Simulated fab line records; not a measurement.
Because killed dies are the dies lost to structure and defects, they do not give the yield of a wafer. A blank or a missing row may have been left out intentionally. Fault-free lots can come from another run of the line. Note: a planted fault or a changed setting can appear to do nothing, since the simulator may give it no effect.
Which tool did it? | flow sky130 | 13 lots with 39 wafers sampled at 2 steps, on a route of 708 steps

WHAT EACH GAUGE READ, for each wafer
SKY_CAPM_THK_MEAS_01. Usual: CAPM_CVD_00_THK gives 15.42 nm (standard deviation 0.27).
lot  | measured     | on            | CAPM_CVD_00_THK (nm) | flag
L467 | day 35 16:39 | film-metro-04 | 15.31 15.41 15.54    |
L469 | day 36 15:24 | film-metro-03 | 14.80 15.28 15.63    |
L470 | day 36 21:19 | film-metro-03 | 14.55 15.71 15.41    |
L475 | day 38 19:16 | film-metro-03 | 15.33 15.76 15.52    |
L480 | day 40 07:32 | film-metro-04 | 14.99 15.12 15.18    |
L481 | day 40 12:29 | film-metro-04 | 15.28 15.51 15.47    |
L482 | day 40 19:09 | film-metro-02 | 15.08 15.53 16.03    |
L483 | day 41 06:14 | film-metro-04 | 15.30 15.32 15.98    |
L484 | day 41 11:10 | film-metro-03 | 15.60 15.79 15.54    |
L485 | day 41 19:56 | film-metro-02 | 15.46 15.70 15.61    |
L486 | day 41 20:24 | film-metro-04 | 15.18 15.38 15.47    |
L488 | day 42 15:09 | film-metro-04 | 15.59 15.70 15.67    |
L489 | day 42 15:46 | film-metro-04 | 15.08 15.66 15.06    |

WHICH TOOL RAN EACH LOT (tool, then ch and the chambers of the sampled wafers, then the start)
lot  | SKY_CAPM_CVD_00
L467 | pecvd-04 ch 0,2, day 35 16:36
L469 | pecvd-04 ch 0,1,2, day 36 15:21
L470 | pecvd-04 ch 0,1,2, day 36 21:17
L475 | pecvd-01 ch 1,2, day 38 19:14
L480 | pecvd-04 ch 0,1, day 40 07:29
L481 | pecvd-04 ch 0,1, day 40 12:26
L482 | pecvd-01 ch 0,1,2, day 40 19:08
L483 | pecvd-02 ch 0,1,2, day 41 06:13
L484 | pecvd-01 ch 0,2, day 41 11:08
L485 | pecvd-02 ch 0,1,2, day 41 19:53
L486 | pecvd-04 ch 0,1,2, day 41 20:21
L488 | pecvd-02 ch 0,2, day 42 15:08
L489 | pecvd-04 ch 0,1, day 42 15:44
- SKY_CAPM_CVD_00: deposits SiO2, target thk 15.5 nm.

AS READ BY THE TOOLS THEMSELVES (means over the sampled wafers that have a number; for cases with no such wafer, the mark the record gives instead)
SKY_CAPM_CVD_00. Usual: heater-power-w 711 W, standard deviation 92; rf-fwd-power-W 440.2 W, standard deviation 1.8.
lot  | tool     | heater-power-w (W) | rf-fwd-power-W (W) | flag
L467 | pecvd-04 | 740                | 440.6              |
L469 | pecvd-04 | 762                | 441.0              |
L470 | pecvd-04 | 775                | 417.5              | OFF
L475 | pecvd-01 | 570                | 439.2              |
L480 | pecvd-04 | 846                | 442.7              |
L481 | pecvd-04 | 780                | 439.5              |
L482 | pecvd-01 | 681                | 438.2              |
L483 | pecvd-02 | 652                | 439.7              |
L484 | pecvd-01 | 683                | 439.3              |
L485 | pecvd-02 | 693                | 440.0              |
L486 | pecvd-04 | 788                | 440.8              |
L488 | pecvd-02 | 626                | 439.7              |
L489 | pecvd-04 | 769                | 440.5              |

THE ANSWER, worked out from the rows above alone
Rule: a lot is off if the mean of its wafers that have a number lies more than 3 standard deviations from the usual mean. Also off: a lot with no number at a reading for which 4 or more lots have one. The other lots that the step has rows for count as sound. First the gauges in route order, then the tools' own readings, where a lot's mean is used as printed above. At the first step where some lot is off, the reading lying furthest off is the one used; lots without a number count as furthest.
Off: L470, at SKY_CAPM_CVD_00 (rf-fwd-power-W).
A tool fits if, at that step or a process step before it, it ran every lot that is off, and no sound lot after the first of them. None of those tried fits.

WHAT THE SIMULATOR HAD INSERTED
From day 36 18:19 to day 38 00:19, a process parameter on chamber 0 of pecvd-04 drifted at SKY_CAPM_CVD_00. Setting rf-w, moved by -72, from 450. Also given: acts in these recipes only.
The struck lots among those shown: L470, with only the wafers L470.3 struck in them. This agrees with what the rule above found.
